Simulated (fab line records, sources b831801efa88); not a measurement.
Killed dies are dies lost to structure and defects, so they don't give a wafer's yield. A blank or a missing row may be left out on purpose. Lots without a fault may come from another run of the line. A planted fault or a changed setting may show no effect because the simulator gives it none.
Chamber matching | flow sky130 | SKY_VIA2_CMP_02 on cmp-02: 4 sister chambers
The step polishes SiO2. 4 wafers are shown with their chamber, then 7 later ones without.

WAFERS WITH THEIR CHAMBER
wafer  | chamber | motor_current_A (A)
L246.2 | 2       | 12.9
L257.3 | 3       | 10.8
L259.1 | 0       | 10.4
L259.2 | 1       | 11.1

WAFERS WITHOUT THEIR CHAMBER
wafer  | motor_current_A (A)
L259.3 | 12.0
L260.4 | 12.4
L260.5 | 10.3
L260.6 | 10.8
L261.2 | 12.4
L261.3 | 11.2
L261.6 | 11.2

WHICH CHAMBER EACH WENT THROUGH
wafer  | from the rows above               | in truth
L259.3 | can't be placed: 1 or 2 or 3 or 0 | 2
L260.4 | can't be placed: 2 or 1           | 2
L260.5 | can't be placed: 0 or 3 or 1      | 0
L260.6 | can't be placed: 3 or 1 or 0      | 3
L261.2 | can't be placed: 2 or 1           | 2
L261.3 | can't be placed: 1 or 3 or 0      | 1
L261.6 | can't be placed: 1 or 3 or 0      | 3
Placed correctly: 0 of 7. Can't be placed from these rows: 7 (the true chamber is among the candidates in 7). Placed wrongly: 0.
How it was worked out, from the rows above alone: a wafer's distance from a chamber is the root of the sum, over the readings, of the square of ((its reading less the chamber's mean) divided by the reading's scatter). The wafer belongs to the nearest chamber; if the next one is less than 2 further off, it can't be placed. A chamber's mean is the mean of its shown wafers. The scatter: with one shown wafer a chamber, the root of the mean of the squares of how far each hidden wafer lies from its nearest shown one.
